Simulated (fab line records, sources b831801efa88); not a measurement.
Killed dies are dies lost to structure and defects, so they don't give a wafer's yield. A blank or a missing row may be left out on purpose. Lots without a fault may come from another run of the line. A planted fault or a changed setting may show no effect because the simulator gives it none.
Which tool did it? | flow sky130 | 11 lots, 32 wafers sampled, at 5 steps of a route of 708

WHAT THE GAUGES READ, wafer by wafer
SKY_SONOS_ONO_THK_MEAS_03. Usual: SONOS_ONO_CVD_02_THK 10.47 nm, standard deviation 0.13.
lot  | measured     | on            | SONOS_ONO_CVD_02_THK (nm) | flag
L479 | day 11 16:31 | film_metro-04 | 10.53 10.51 10.53         |
L487 | day 14 02:02 | film_metro-04 | 10.31 10.51               |
L492 | day 16 01:22 | film_metro-04 | 10.38 10.55 10.37         |
L493 | day 16 05:44 | film_metro-04 | 10.51 10.38 10.34         |
L494 | day 16 16:48 | film_metro-04 | 10.54 10.59 10.52         |
L496 | day 17 12:41 | film_metro-01 | 10.43 10.40 10.40         |
L497 | day 17 16:19 | film_metro-01 | 10.34 10.40 10.47         |
L499 | day 18 01:44 | film_metro-01 | 10.64 10.48 10.58         |
L498 | day 18 01:45 | film_metro-03 | 10.41 10.40 10.50         |
L500 | day 18 07:34 | film_metro-03 | 10.44 10.46 10.37         |
L501 | day 18 21:32 | film_metro-03 | 10.25 10.19 10.24         |

SKY_RES_PROTECT_TW_MEAS_08. Usual: POLY_GATE_TW 4054, standard deviation 43.
lot  | measured     | on            | POLY_GATE_TW   | flag
L479 | day 15 06:04 | film_metro-01 | 4103 4101 4103 |
L487 | day 17 20:32 | film_metro-01 | 4091 4112      |
L492 | day 20 02:05 | film_metro-01 | 4108 4110 4108 |
L493 | day 20 07:58 | film_metro-02 | 4022 4027 4013 |
L494 | day 20 20:22 | film_metro-02 | 4032 4022 4003 |
L496 | day 21 13:44 | film_metro-02 | 4015 4004 4019 |
L497 | day 21 18:13 | film_metro-02 | 3986 3991 4016 |
L499 | day 22 05:16 | film_metro-01 | 4048 4051 4072 |
L498 | day 22 07:16 | film_metro-02 | 4018 4041 4017 |
L500 | day 22 10:17 | film_metro-03 | 4069 4080 4090 |
L501 | day 22 23:32 | film_metro-02 | 4032 4015 4048 |

SKY_METAL1_THK_MEAS_06: measures by xrf. Usual: METAL1_ALCU_THK 247.3 nm, standard deviation 2.8.
lot  | measured     | on            | METAL1_ALCU_THK (nm) | flag
L479 | day 31 14:31 | film_metro-04 | 249.9 246.5 245.4    |
L487 | day 34 06:01 | film_metro-04 | 242.5 235.6          |
L492 | day 36 09:49 | film_metro-02 | 248.0 248.2 248.6    |
L493 | day 36 11:57 | film_metro-01 | 247.0 249.7 245.9    |
L494 | day 36 16:24 | film_metro-01 | 249.0 245.8 247.3    |
L496 | day 37 09:37 | film_metro-02 | 242.4 247.1 241.3    |
L497 | day 37 14:40 | film_metro-01 | 247.0 247.2 245.4    |
L499 | day 37 20:41 | film_metro-01 | 250.8 251.0 249.8    |
L498 | day 37 23:44 | film_metro-02 | 245.8 246.6 248.3    |
L500 | day 38 01:59 | film_metro-02 | 242.7 248.2 245.5    |
L501 | day 38 13:06 | film_metro-02 | 245.3 246.5 251.8    |

WHICH TOOL RAN EACH LOT (tool, then ch and the chambers of the sampled wafers, then the start)
lot  | SKY_LDD_HVN_STRIP_09                 | SKY_METAL1_SPUTTER_04
L479 | plasma_asher-03 ch 0,1, day 20 08:30 | pvd_sputter-04, day 31 14:20
L487 | plasma_asher-02 ch 0,1, day 23 06:56 | pvd_sputter-04, day 34 05:50
L492 | plasma_asher-04 ch 0,1, day 25 17:53 | pvd_sputter-01, day 36 09:38
L493 | plasma_asher-02 ch 0,1, day 25 18:41 | pvd_sputter-02, day 36 11:47
L494 | plasma_asher-04 ch 0, day 26 01:11   | pvd_sputter-01, day 36 16:14
L496 | plasma_asher-02 ch 0,1, day 26 16:29 | pvd_sputter-02, day 37 09:26
L497 | plasma_asher-02 ch 0,1, day 26 21:50 | pvd_sputter-01, day 37 14:28
L499 | plasma_asher-03 ch 0,1, day 27 08:26 | pvd_sputter-02, day 37 20:31
L498 | plasma_asher-02 ch 0,1, day 27 12:26 | pvd_sputter-02, day 37 23:34
L500 | plasma_asher-04 ch 0,1, day 27 12:44 | pvd_sputter-04, day 38 01:49
L501 | plasma_asher-02 ch 0,1, day 28 02:29 | pvd_sputter-04, day 38 12:56
- SKY_LDD_HVN_STRIP_09: strips in O2/N2.
- SKY_METAL1_SPUTTER_04: material TiN, target thk 70 nm, time 58.3 s.

WHAT THE TOOLS THEMSELVES READ (means of the sampled wafers that have a number; where no wafer has one, the mark that the record gives instead)
SKY_LDD_HVN_STRIP_09. Usual: drypump_motor_current_A 6.18 A, standard deviation 0.24; oes_product_au 0.408 a.u., standard deviation 0.0047; strip_time_to_endpoint_s 4.137 s, standard deviation 0.013.
lot  | tool            | drypump_motor_current_A (A) | oes_product_au (a.u.) | strip_time_to_endpoint_s (s) | flag
L479 | plasma_asher-03 | 6.01                        | 0.407                 | 4.129                        |
L487 | plasma_asher-02 | 6.15                        | 0.410                 | 4.133                        |
L492 | plasma_asher-04 | 6.30                        | 0.410                 | 4.126                        |
L493 | plasma_asher-02 | 6.02                        | 0.409                 | 4.141                        |
L494 | plasma_asher-04 | 6.33                        | 0.410                 | 4.136                        |
L496 | plasma_asher-02 | 6.01                        | 0.409                 | 4.139                        |
L497 | plasma_asher-02 | 6.01                        | 0.407                 | 4.126                        |
L499 | plasma_asher-03 | 6.01                        | 0.402                 | 4.123                        |
L498 | plasma_asher-02 | 6.00                        | 0.408                 | 4.151                        |
L500 | plasma_asher-04 | 6.29                        | 0.408                 | 4.136                        |
L501 | plasma_asher-02 | 6.02                        | 0.410                 | 4.129                        |

SKY_METAL1_SPUTTER_04. Usual: chamber_pressure_pa 0.3999 Pa, standard deviation 0.00078; throttle_valve_pct 30.4 %, standard deviation 1.3.
lot  | tool           | chamber_pressure_pa (Pa) | throttle_valve_pct (%) | flag
L479 | pvd_sputter-04 | 0.3996                   | 29.2                   |
L487 | pvd_sputter-04 | 0.4003                   | 31.1                   |
L492 | pvd_sputter-01 | 0.3997                   | 29.5                   |
L493 | pvd_sputter-02 | 0.4001                   | 30.2                   |
L494 | pvd_sputter-01 | 0.3993                   | 30.0                   |
L496 | pvd_sputter-02 | 0.4000                   | 30.3                   |
L497 | pvd_sputter-01 | 0.4001                   | 29.5                   |
L499 | pvd_sputter-02 | 0.3999                   | 31.0                   |
L498 | pvd_sputter-02 | 0.4002                   | 31.1                   |
L500 | pvd_sputter-04 | 0.4000                   | 30.2                   |
L501 | pvd_sputter-04 | 0.3994                   | 30.4                   |

THE ANSWER, worked out from the rows above alone
Rule: a lot is off if the mean of its wafers that have a number lies more than 3 standard deviations from the usual mean. A lot without any number at a reading at which 4 lots or more have one is off too. The other lots that the step has rows for count as sound. The gauges are gone through in route order, then the tools' own readings, and for those a lot's mean is taken as printed above. The first step at which some lot is off is used, and at that step the reading that is off furthest; a lot without a number counts as furthest.
No lot is off at any reading shown: from this, nothing can be told.

WHAT THE SIMULATOR HAD PUT IN
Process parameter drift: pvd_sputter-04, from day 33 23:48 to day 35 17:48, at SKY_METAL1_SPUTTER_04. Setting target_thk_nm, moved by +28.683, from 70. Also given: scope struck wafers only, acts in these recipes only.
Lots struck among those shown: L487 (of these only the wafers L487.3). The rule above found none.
